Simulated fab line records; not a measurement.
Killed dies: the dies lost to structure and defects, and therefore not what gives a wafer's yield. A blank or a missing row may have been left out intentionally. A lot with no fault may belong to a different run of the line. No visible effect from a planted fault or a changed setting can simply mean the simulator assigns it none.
Which tool did it? + flow sky130 + 33 wafers from 11 lots sampled at 3 of the route's 708 steps

## WHAT EACH GAUGE READ, for each wafer
SKY_PASSIVATION_THK_MEAS_01. Usual: for PASSIVATION_CVD_00_THK the level is 91.3 nm and the standard deviation is 1.1.
| lot  | measured     | on           | PASSIVATION_CVD_00_THK (nm) | flag |
|------|--------------|--------------|-----------------------------|------|
| L816 | day 45 12:44 | filmMetro-01 | 90.6 90.3 91.8              |      |
| L817 | day 45 12:35 | filmMetro-04 | 89.2 90.6 92.0              |      |
| L818 | day 45 09:53 | filmMetro-04 | 90.0 91.2 92.5              |      |
| L819 | day 45 13:17 | filmMetro-03 | 90.6 91.1 92.1              |      |
| L820 | day 45 12:55 | filmMetro-04 | 89.7 90.7 92.0              |      |
| L821 | day 45 13:17 | filmMetro-01 | 89.6 91.1 92.4              |      |
| L829 | day 47 11:17 | filmMetro-03 | 91.5 92.1 91.8              |      |
| L830 | day 48 05:24 | filmMetro-04 | 91.7 90.4 92.7              |      |
| L831 | day 48 00:52 | filmMetro-01 | 91.0 92.9 93.2              |      |
| L836 | day 49 08:24 | filmMetro-03 | 90.5 92.3 91.4              |      |
| L839 | day 49 08:19 | filmMetro-04 | 90.5 92.3 92.1              |      |

## WHICH TOOL RAN EACH LOT (tool, then ch and the chambers of the sampled wafers, then the start)
| lot  | SKY_FIELD_ISO_CVD_24            | SKY_METAL5_SPUTTER_03       |
|------|---------------------------------|-----------------------------|
| L816 | hdpcvd-01 ch 0,1,2, day 2 11:01 | pvdSputter-02, day 44 13:55 |
| L817 | hdpcvd-02 ch 0,1,2, day 2 15:34 | pvdSputter-04, day 44 13:34 |
| L818 | hdpcvd-02 ch 0,1, day 2 19:38   | pvdSputter-02, day 44 11:43 |
| L819 | hdpcvd-02 ch 0,1, day 2 23:55   | pvdSputter-01, day 44 15:07 |
| L820 | hdpcvd-01 ch 0,1, day 3 06:14   | pvdSputter-02, day 44 14:33 |
| L821 | hdpcvd-01 ch 0,1, day 3 10:37   | pvdSputter-04, day 44 14:52 |
| L829 | hdpcvd-01 ch 0,2, day 5 07:31   | pvdSputter-02, day 46 12:28 |
| L830 | hdpcvd-02 ch 0,2, day 5 12:52   | pvdSputter-02, day 47 08:50 |
| L831 | hdpcvd-01 ch 0,1,2, day 5 12:52 | pvdSputter-02, day 47 04:13 |
| L836 | hdpcvd-02 ch 0,1, day 6 15:57   | pvdSputter-04, day 48 13:04 |
| L839 | hdpcvd-02 ch 0,1, day 7 08:05   | pvdSputter-02, day 48 12:59 |
- SKY_FIELD_ISO_CVD_24: deposits SiO2, target thk 595 nm, time 99.2 s.
- SKY_METAL5_SPUTTER_03: material Ti, target thk 5 nm, time 3.3 s.

## WHAT THE TOOLS THEMSELVES READ (means of the sampled wafers that have a number; where no wafer has one, the mark that the record gives instead)
SKY_FIELD_ISO_CVD_24. Usual: 59.98 sccm for sih4FlowSccm, sd 0.17.
| lot  | tool      | sih4FlowSccm (sccm) | flag |
|------|-----------|---------------------|------|
| L816 | hdpcvd-01 | 60.10               |      |
| L817 | hdpcvd-02 | 59.80               |      |
| L818 | hdpcvd-02 | 60.08               |      |
| L819 | hdpcvd-02 | 60.02               |      |
| L820 | hdpcvd-01 | 59.83               |      |
| L821 | hdpcvd-01 | 59.95               |      |
| L829 | hdpcvd-01 | 60.15               |      |
| L830 | hdpcvd-02 | 59.87               |      |
| L831 | hdpcvd-01 | 60.04               |      |
| L836 | hdpcvd-02 | 60.03               |      |
| L839 | hdpcvd-02 | 59.88               |      |

SKY_METAL5_SPUTTER_03. Usual: 30.0 % for throttleValvePct, sd 1.1.
| lot  | tool          | throttleValvePct (%) | flag |
|------|---------------|----------------------|------|
| L816 | pvdSputter-02 | 30.2                 |      |
| L817 | pvdSputter-04 | 29.9                 |      |
| L818 | pvdSputter-02 | 30.5                 |      |
| L819 | pvdSputter-01 | 28.9                 |      |
| L820 | pvdSputter-02 | 30.2                 |      |
| L821 | pvdSputter-04 | 30.3                 |      |
| L829 | pvdSputter-02 | 30.7                 |      |
| L830 | pvdSputter-02 | 31.3                 |      |
| L831 | pvdSputter-02 | 30.5                 |      |
| L836 | pvdSputter-04 | 29.8                 |      |
| L839 | pvdSputter-02 | 30.7                 |      |

## THE ANSWER, worked out from the rows above alone
Rule: take the mean of a lot's wafers that have a number; if it is more than 3 standard deviations from the usual mean, the lot is off. Also off: a lot with no number at a reading for which 4 or more lots have one. Where the step has rows for the other lots, those lots are counted as sound. First the gauges in route order, then the tools' own readings, where a lot's mean is used as printed above. At the first step where some lot is off, the reading lying furthest off is the one used; lots without a number count as furthest.
None of the lots is off at any reading shown; this tells nothing.

## WHAT HAD BEEN PUT IN BY THE SIMULATOR
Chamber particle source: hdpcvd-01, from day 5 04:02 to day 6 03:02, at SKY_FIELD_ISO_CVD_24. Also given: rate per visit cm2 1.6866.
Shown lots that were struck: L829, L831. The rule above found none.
